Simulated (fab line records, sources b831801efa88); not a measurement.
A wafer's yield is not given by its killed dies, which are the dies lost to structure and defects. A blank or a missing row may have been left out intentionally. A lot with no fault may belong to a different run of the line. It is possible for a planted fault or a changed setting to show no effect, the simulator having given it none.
fab line records ; flow sky130
[record] lots = 5; wafers = 15; lastDay = 50
route steps=708 shown SONOS_TUNNEL@160 SONOS_ONO@168 GATE_OXIDE@187 PAD_OPEN@708
lots with no fault: from the same line, run without faults
startH: start of the lot's first displayed wafer, in hours after the record's first day ; waitH: time in hours since the lot's previous step ; " the same as in the row above ; L1.1+2: a single row standing in for several wafers ; - either no value or no given start ; * or withheld: withheld ; < > ~ a bound
route shown NAME@n: names a module that has steps shown in the file, with the first one's number in the route ; usual: mean/standard deviation taken from wafers without a fault ; same: alike in all rows ; chamber/n: place in a boat ; sites: readings site by site ; _std_site: the values' standard deviation ; _edge_site: mean of outer sites minus mean of inner sites ; radiusMm: how far each site lies from the wafer's centre ; mask NAME#n: copy n ; behind: the tool/chamber that last shaped the wafer ; hold: why the lot went on hold/how many hours it stayed there/how the hold came to an end ; device: the n, p or np transistor that did not switch ; end of line: tests of these same wafers at the route's end ; a step given without rows: its recipe and nothing more ; killed: count of dies lost to structure and defects at first sort (not the wafer's yield) ; map: a wafer's dies, marking killed ones x, the rest . and places with no die _
set.NAME: the setting that was run; set.NAME@STEP: the one run at that earlier step ; model.NAME: the simulator's own value behind a step, which no gauge read
lots at some steps of the route; a table a step, a row a wafer
services: from which hour (startH, from the record's first day; less than 0 if before it) a tool's chamber was out of use, for how many hours, and why
[[steps]]
[step SKY_SONOS_TUNNEL_DEVELOP_06]
[recipe] resist = NOVOLAK; developer = TMAH; developTimeS = 60; devTempC = 23
[step SKY_SONOS_TUNNEL_IMPLANT_09]
[recipe] species = B; energyKev = 20; doseCm2 = 1e+12; tiltDeg = withheld
[step SKY_SONOS_TUNNEL_WET_ETCH_10]
[recipe] chemistry = dHF; targetDepthNm = 14; target = SiO2; dilution = 100:1; tempC = 25; timeS = 280
[step SKY_SONOS_TUNNEL_STRIP_11]
[recipe] chemistry = SPM; timeS = 600; tempC = 130
[step SKY_SONOS_TUNNEL_CLEAN_13]
[recipe] chemistry = dHF; timeS = 20; dilution = 100:1; dry = ipaMarangoni
[step SKY_SONOS_ONO_OXIDATION_00]
[recipe] tempC = 800; ambient = O2; idleTempC = 700; rampUpCPerMin = 10; rampDownCPerMin = 3; stabiliseS = 600; purgeS = 300; targetThkA = 26; oxTimeS = 1249
[step SKY_SONOS_ONO_CVD_02]
[recipe] material = Si3N4; precursor = DCS/NH3; targetThkNm = 10.5; tempC = 770; timeS = 180; pressureMtorr = 250
[step SKY_SONOS_ONO_CVD_04]
[recipe] material = SiO2; precursor = SiH4/N2O; targetThkNm = 5.7199; tempC = 900; pressureMtorr = 400
[usual] pressureMtorr = 400.1/0.87; spikeTcBottomC = 917.2/1.2; spikeTcCentreC = 901.4/0.98; spikeTcLowerC = 899.4/1.3; spikeTcTopC = 911.5/1.6; spikeTcUpperC = 899.4/1.2; susceptorTempC = 900.0/0.37
lot.wafer;tool;chamber;startH;waitH;pressureMtorr;spikeTcBottomC;spikeTcCentreC;spikeTcLowerC;spikeTcTopC;spikeTcUpperC;susceptorTempC;model.SiO2_of_SONOS_ONO_CVD_04.thkNm
L220.2;lpcvd-03;1;258.55;0.0;400.0;918.1;901.6;901.8;913.1;901.7;900.4;5.983
L220.3;lpcvd-03;1;258.55;0.0;400.5;919.0;901.5;900.7;915.5;901.8;900.3;5.98
L220.4;lpcvd-03;1;258.55;0.0;399.8;917.9;901.8;899.4;914.2;900.6;900.3;5.937
L232.1;lpcvd-03;0;359.68;0.1;398.9;928.6;913.0;910.9;922.1;911.3;912.1;7.066
L232.5;lpcvd-03;0;359.68;0.1;399.6;928.2;913.1;912.7;922.0;909.8;912.4;7.012
L232.6;lpcvd-03;0;359.68;0.1;398.6;929.0;911.5;909.6;922.4;910.1;912.3;7.109
L234.1;lpcvd-03;0;367.02;0.1;400.9;927.9;912.6;910.4;921.5;911.5;911.9;6.79
L234.2;lpcvd-03;0;367.02;0.1;400.8;929.6;911.5;913.0;920.6;912.5;912.2;6.699
L234.6;lpcvd-03;0;367.02;0.1;400.4;927.9;912.2;911.5;922.1;911.1;912.1;6.818
L235.4;lpcvd-03;1;372.51;0.0;399.5;930.3;913.0;912.9;925.7;913.1;910.9;6.949
L235.5;lpcvd-03;1;372.51;0.0;400.6;929.3;912.1;913.1;924.2;914.2;911.1;7.072
L235.6;lpcvd-03;1;372.51;0.0;400.7;930.9;914.0;910.6;924.7;910.2;911.3;6.967
L242.1;lpcvd-03;1;429.49;0.1;400.1;918.7;902.6;899.5;913.1;901.2;899.7;5.883
L242.3;lpcvd-03;1;429.49;0.1;400.8;915.8;902.4;900.8;913.4;899.2;900.2;5.79
L242.6;lpcvd-03;1;429.49;0.1;401.3;919.1;901.4;899.5;914.7;900.8;899.5;5.749
[step SKY_SONOS_ONO_THK_MEAS_05]
[recipe] reads = SiO2_of_SONOS_ONO_CVD_04
[usual] SONOS_ONO_CVD_04_THK = 5.78/0.12
lot.wafer;tool;chamber;startH;waitH;SONOS_ONO_CVD_04_THK[nm]
L220.2;filmMetro-04;-;259.81;0.0;5.97
L220.3;filmMetro-04;-;259.81;0.0;5.97
L220.4;filmMetro-04;-;259.81;0.0;5.92
L232.1;filmMetro-03;-;362.50;0.0;7.13
L232.5;filmMetro-03;-;362.50;0.0;7.04
L232.6;filmMetro-03;-;362.50;0.0;7.15
L234.1;filmMetro-04;-;368.27;0.0;6.79
L234.2;filmMetro-04;-;368.27;0.0;6.75
L234.6;filmMetro-04;-;368.27;0.0;6.82
L235.4;filmMetro-03;-;373.79;0.0;6.92
L235.5;filmMetro-03;-;373.79;0.0;7.13
L235.6;filmMetro-03;-;373.79;0.0;6.96
L242.1;filmMetro-01;-;431.37;0.0;5.85
L242.3;filmMetro-01;-;431.37;0.0;5.75
L242.6;filmMetro-01;-;431.37;0.0;5.79
[step SKY_SONOS_ONO_DEHYDRATE_06]
[recipe] tempC = 200; timeS = 60
[step SKY_SONOS_ONO_HMDS_07]
[recipe] primeTimeS = 60; primeTempC = 120
[step SKY_SONOS_ONO_COAT_08]
[recipe] resist = NOVOLAK; spinRpm = 3000; resistThkNm = 1140
[step SKY_SONOS_ONO_SOFTBAKE_09]
[recipe] tempC = 90; timeS = 60; resist = NOVOLAK
[step SKY_SONOS_ONO_EXPOSE_10]
[recipe] maskId = ONOM; targetCdNm = 410; na = 0.6; sourceShape = conventional; sigmaOuter = 0.6; doseMj = 150
[step SKY_SONOS_ONO_PEB_11]
[recipe] tempC = withheld; timeS = *; resist = NOVOLAK
[step SKY_SONOS_ONO_DEVELOP_12]
[recipe] developTimeS = 60; devTempC = 23
[step SKY_SONOS_ONO_ETCH_15]
[recipe] targetDepthNm = 19.52; chemistry = CHF3/O2; sourceW = 600; biasW = 200; pressureMtorr = 40; chf3FlowSccm = 50; O2_flow_sccm = 5; timeS = 7.8
[step SKY_SONOS_ONO_WET_ETCH_16]
[recipe] chemistry = dHF; targetDepthNm = 14; dry = n2Spin; target = SiO2; dilution = 100:1; tempC = 25; timeS = 280
[step SKY_SONOS_ONO_STRIP_17]
[recipe] chemistry = O2/N2; powerW = 1400; pressureMtorr = 1500; platenTempC = withheld; o2FlowSccm = 3000; n2FlowSccm = 300; overashFraction = 0.5
[step SKY_SONOS_ONO_WET_ETCH_18]
[recipe] chemistry = H3PO4; targetDepthNm = 15; target = Si3N4; tempC = 160; timeS = 172
[step SKY_GATE_OXIDE_CLEAN_00]
[recipe] chemistry = SC1/SC2; mix = 1:4:20; tempC = 70; timeS = 150; dry = n2Spin
[step SKY_GATE_OXIDE_OXIDATION_01]
[recipe] tempC = 900; ambient = O2; stabiliseS = 600; purgeS = 300; targetThkA = 102.68; oxTimeS = 1473
[step SKY_GATE_OXIDE_DEHYDRATE_03]
[recipe] tempC = 200; timeS = 60
[step SKY_GATE_OXIDE_HMDS_04]
[recipe] primeTimeS = 60; primeTempC = 120
[step SKY_GATE_OXIDE_COAT_05]
[recipe] resist = NOVOLAK; spinRpm = 3000; resistThkNm = 1140
[step SKY_GATE_OXIDE_SOFTBAKE_06]
[recipe] tempC = 90; timeS = 60; resist = NOVOLAK
[step SKY_GATE_OXIDE_EXPOSE_07]
[recipe] maskId = LVOM; na = 0.6; sourceShape = conventional; sigmaOuter = 0.6; polarization = unpolarized; targetCdNm = 600; doseMj = 170
[step SKY_GATE_OXIDE_PEB_08]
[recipe] tempC = withheld; timeS = *; resist = NOVOLAK
[step SKY_GATE_OXIDE_DEVELOP_09]
[recipe] resist = NOVOLAK; developer = TMAH; developTimeS = 60; devTempC = 23
[step SKY_GATE_OXIDE_IMPLANT_11]
[recipe] species = B; energyKev = 10; doseCm2 = 2.6e+12; tiltDeg = withheld
[step SKY_GATE_OXIDE_WET_ETCH_12]
[recipe] chemistry = dHF; targetDepthNm = 16.8; dry = n2Spin; target = SiO2; dilution = 100:1; tempC = 25; timeS = 336
[step SKY_GATE_OXIDE_STRIP_13]
[recipe] chemistry = O2/N2; powerW = 1400; pressureMtorr = 1500; platenTempC = withheld; o2FlowSccm = 3000; n2FlowSccm = 300; overashFraction = 0.5
[step SKY_GATE_OXIDE_CLEAN_15]
[recipe] chemistry = SC1/SC2; mix = 1:4:20; tempC = 70; timeS = 150; dry = n2Spin
lot.wafer;tool;chamber;startH;waitH;model.SiO2_of_SONOS_ONO_CVD_04.thkNm
L220.2;wetBench-01;2;311.25;0.0;4.454
L220.3;wetBench-01;2;311.25;0.0;4.461
L220.4;wetBench-01;2;311.25;0.0;4.41
L232.1;wetBench-02;1;424.35;0.1;5.537
L232.5;wetBench-02;1;424.35;0.1;5.487
L232.6;wetBench-02;1;424.35;0.1;5.579
L234.1;wetBench-03;0;428.11;0.1;5.28
L234.2;wetBench-03;0;428.11;0.1;5.182
L234.6;wetBench-03;0;428.11;0.1;5.302
L235.4;wetBench-02;3;435.75;0.0;5.442
L235.5;wetBench-02;3;435.75;0.0;5.564
L235.6;wetBench-02;3;435.75;0.0;5.468
L242.1;wetBench-03;2;498.30;0.1;4.386
L242.3;wetBench-03;2;498.30;0.1;4.289
L242.6;wetBench-03;2;498.30;0.1;4.25
[step SKY_PAD_OPEN_PROBE_99]
[usual] killed_at_M0_to_M3 = 44/6.9; killed_at_M4_up = 3.2/1.8; killedAtContacts = 23/5.2; killedAtFrontEnd = 15/4.5; killedAtOther = 0.3/0.56; killedDies = 85/8.8; killedOpen = 47/6.7; killedShort = 39/6.4
[same] grossDies = 492; killedAtBackSide = 0
lot.wafer;tool;chamber;startH;waitH;killed_at_M0_to_M3;killed_at_M4_up;killedAtContacts;killedAtFrontEnd;killedAtOther;killedDies;killedOpen;killedShort;model.etest.sonosErased.driveUaUm;model.etest.sonosUncharged.rOnOhmUm;model.etest.sonosProgrammed.offLog10AUm;model.etest.capOno.gateLog10ACm2;model.etest.capOno.gateBvV;model.etest.capOno.toxAccNm;model.etest.sonosProgrammed.vtV;model.etest.sonosErased.vtV
L220.2;prober-02;-;1078.81;0.1;28;1;21;15;0;65;34;31;175.8;819.3;-13.93;-8.354;17.02;13.18;1.277;-2.167
L220.3;prober-02;-;1078.86;0.2;53;2;29;19;1;104;50;52;175.8;798.5;-13.87;-8.311;16.32;13.22;1.254;-2.175
L220.4;prober-02;-;1078.91;0.2;43;2;16;6;1;68;40;28;167.7;808.9;-13.97;-8.151;16.73;13.09;1.392;-2.217
L232.1;prober-01;-;1154.57;0.1;42;4;29;17;0;92;51;41;109.3;852.9;-10.45;-9.723;17.87;14.23;0.635;-1.55
L232.5;prober-01;-;1154.77;0.2;61;1;23;15;3;103;58;45;89.78;831.9;-10.84;-9.71;17.63;14.23;0.6925;-1.514
L232.6;prober-01;-;1154.82;0.2;33;4;23;19;0;79;47;32;129.7;866.6;-10.66;-9.743;18.35;14.34;0.6255;-1.515
L234.1;prober-02;-;1157.04;0.1;28;1;27;17;0;73;41;32;113.4;875.3;-11.91;-9.442;17.69;14.06;0.7576;-1.606
L234.2;prober-02;-;1157.09;0.1;48;2;19;10;1;80;43;37;146.3;848.9;-12.31;-9.395;17.59;14.01;0.8525;-1.75
L234.6;prober-02;-;1157.29;0.2;42;5;23;25;0;95;46;49;98.53;857.5;-12.06;-9.465;17.74;14.13;0.8069;-1.551
L235.4;prober-01;-;1162.27;0.2;46;4;26;6;0;82;34;48;103;863.5;-11.89;-9.511;17.91;14.1;0.7305;-1.615
L235.5;prober-01;-;1162.32;0.2;43;3;22;20;0;88;47;41;103.7;865.8;-10.82;-9.598;17.9;14.24;0.633;-1.562
L235.6;prober-01;-;1162.37;0.2;48;5;17;16;0;86;47;39;124.2;859.4;-11.22;-9.534;17.57;14.17;0.6932;-1.65
L242.1;prober-02;-;1197.41;0.1;42;3;21;15;0;81;35;46;157.1;827.8;-13.87;-8.153;16.58;13.01;1.392;-2.191
L242.3;prober-02;-;1197.51;0.2;41;3;20;23;0;87;51;36;200.5;823.7;-14.02;-7.899;16.02;12.85;1.478;-2.309
L242.6;prober-02;-;1197.66;0.2;47;5;20;10;0;82;42;40;190.8;850.4;-13.95;-7.971;16.14;12.88;1.448;-2.306
// killed by level:class
L220.2 CONTACT:geometricParticle:open=7 CONTACT:geometricParticle:short=6 SPACER:geometricParticle:open=5 VIA1:geometricParticle:open=5 METAL1:geometricParticle:short=5 VIA2:geometricParticle:open=5 METAL2:geometricParticle:short=4 POLY_GATE:geometricParticle:open=3
L220.3 METAL2:geometricParticle:short=12 CONTACT:geometricParticle:open=11 VIA2:geometricParticle:open=10 LI_CONTACT:geometricParticle:open=8 CONTACT:geometricParticle:short=6 VIA1:geometricParticle:open=6 VIA2:geometricParticle:short=6 POLY_GATE:geometricParticle:short=4
L220.4 METAL2:geometricParticle:short=8 LI_CONTACT:geometricParticle:open=7 VIA2:geometricParticle:open=7 CONTACT:geometricParticle:open=6 VIA1:geometricParticle:open=6 VIA2:geometricParticle:short=4 METAL1:geometricParticle:short=4 METAL2:geometricParticle:open=3
L232.1 CONTACT:geometricParticle:open=14 VIA1:geometricParticle:open=9 VIA1:geometricParticle:short=6 METAL2:geometricParticle:short=6 VIA2:geometricParticle:open=6 FIELD_ISO:geometricParticle:short=5 VIA3:geometricParticle:open=5 LI_CONTACT:geometricParticle:short=4
L232.5 VIA1:geometricParticle:open=15 CONTACT:geometricParticle:open=11 VIA2:geometricParticle:open=10 VIA3:geometricParticle:open=9 VIA1:geometricParticle:short=6 CONTACT:geometricParticle:short=6 POLY_GATE:geometricParticle:open=5 VIA3:geometricParticle:short=5
L232.6 CONTACT:geometricParticle:open=11 VIA1:geometricParticle:open=9 LI_CONTACT:geometricParticle:open=7 VIA1:geometricParticle:short=7 VIA3:geometricParticle:open=7 METAL1:geometricParticle:short=6 FIELD_ISO:geometricParticle:open=4 POLY_GATE:geometricParticle:open=4
L234.1 CONTACT:geometricParticle:open=9 VIA1:geometricParticle:open=7 POLY_GATE:geometricParticle:open=6 LOCAL_INTERCONNECT:geometricParticle:short=6 LI_CONTACT:geometricParticle:open=6 METAL1:geometricParticle:short=5 LI_CONTACT:geometricParticle:short=4 FIELD_ISO:geometricParticle:short=3
L234.2 VIA3:geometricParticle:open=9 CONTACT:geometricParticle:open=8 METAL1:geometricParticle:short=7 VIA1:geometricParticle:open=7 VIA2:geometricParticle:open=7 METAL2:geometricParticle:short=5 VIA1:geometricParticle:short=4 FIELD_ISO:geometricParticle:short=3
L234.6 POLY_GATE:geometricParticle:short=9 LI_CONTACT:geometricParticle:open=9 VIA3:geometricParticle:open=8 CONTACT:geometricParticle:open=6 METAL1:geometricParticle:short=6 METAL4:geometricParticle:short=5 VIA1:geometricParticle:open=5 VIA1:geometricParticle:short=5
L235.4 CONTACT:geometricParticle:open=8 CONTACT:geometricParticle:short=8 VIA1:geometricParticle:short=7 VIA1:geometricParticle:open=7 METAL2:geometricParticle:short=7 LOCAL_INTERCONNECT:geometricParticle:short=5 VIA2:geometricParticle:open=5 VIA3:geometricParticle:short=5
L235.5 LI_CONTACT:geometricParticle:open=8 VIA3:geometricParticle:open=8 VIA1:geometricParticle:open=7 FIELD_ISO:geometricParticle:short=6 CONTACT:geometricParticle:open=6 METAL2:geometricParticle:short=6 FIELD_ISO:geometricParticle:open=5 VIA1:geometricParticle:short=5
L235.6 VIA1:geometricParticle:open=13 FIELD_ISO:geometricParticle:short=7 VIA2:geometricParticle:open=7 FIELD_ISO:geometricParticle:open=6 METAL2:geometricParticle:short=6 CONTACT:geometricParticle:open=5 METAL1:geometricParticle:short=5 VIA1:geometricParticle:short=5
L242.1 VIA1:geometricParticle:open=14 LOCAL_INTERCONNECT:geometricParticle:short=6 CONTACT:geometricParticle:short=6 VIA2:geometricParticle:open=6 FIELD_ISO:geometricParticle:short=5 POLY_GATE:geometricParticle:short=5 METAL2:geometricParticle:short=5 LI_CONTACT:geometricParticle:open=4
L242.3 VIA1:geometricParticle:open=10 CONTACT:geometricParticle:short=7 VIA3:geometricParticle:open=7 CONTACT:geometricParticle:open=6 LI_CONTACT:geometricParticle:open=5 METAL1:geometricParticle:short=5 METAL2:geometricParticle:short=5 FIELD_ISO:geometricParticle:open=4
L242.6 VIA3:geometricParticle:open=10 VIA1:geometricParticle:open=9 CONTACT:geometricParticle:short=8 VIA2:geometricParticle:open=6 LI_CONTACT:geometricParticle:open=5 METAL1:geometricParticle:short=5 POLY_GATE:geometricParticle:short=4 METAL2:geometricParticle:short=4
[[services]]
tool;chamber;startH;hours;kind
lpcvd-03;-;267.23;0.8;repair
wetBench-01;-;285.07;6.1;repair
lpcvd-03;-;393.40;2.8;pm
wetBench-03;-;397.82;2.4;repair
wetBench-02;-;432.55;1.9;repair
[[key]]
[firstSign] step = SKY_SONOS_ONO_CVD_04; reading = susceptorTempC; direction = up; sigmas = 32; usual = *; struck = *
[effect] step = SKY_SONOS_ONO_CVD_04; reading = spikeTcCentreC; direction = up; sigmas = 11; usual = 901.4; struck = 912.6
[effect] step = SKY_SONOS_ONO_THK_MEAS_05; reading = SONOS_ONO_CVD_04_THK; direction = up; sigmas = 10; usual = 5.78; struck = 6.97
[modelEffect] step = SKY_SONOS_ONO_CVD_04; value = SiO2_of_SONOS_ONO_CVD_04.thkNm; without = 5.779; struck = 6.943
[modelEffect] step = SKY_GATE_OXIDE_CLEAN_15; value = SiO2_of_SONOS_ONO_CVD_04.thkNm; without = 4.263; struck = 5.427
[modelEffect] step = SKY_PAD_OPEN_PROBE_99; value = etest.sonosErased.driveUaUm; without = 182.6; struck = 113.1
metAt SKY_SONOS_ONO_CVD_04
struckWafers L232.1,L232.5,L232.6,L234.1,L234.2,L234.6,L235.4,L235.5,L235.6
testerLeftOut L232,L234,L235
onsetBetween 258.55 359.68
[fault] kind = processParameterDrift; tool = lpcvd-03; chamber = -; onsetH = 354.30; steps = SKY_SONOS_ONO_CVD_04; channel = tempC; offset = *; shape = step; endH = 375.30; stated = *
// testerLeftOut: of these lots the tester's yield and bins aren't shown, on N5 and GAA mostly nor the transistor test; their killed dies are dies lost to structure and defects alone, not to doping, threshold or leakage, so they don't give the yield
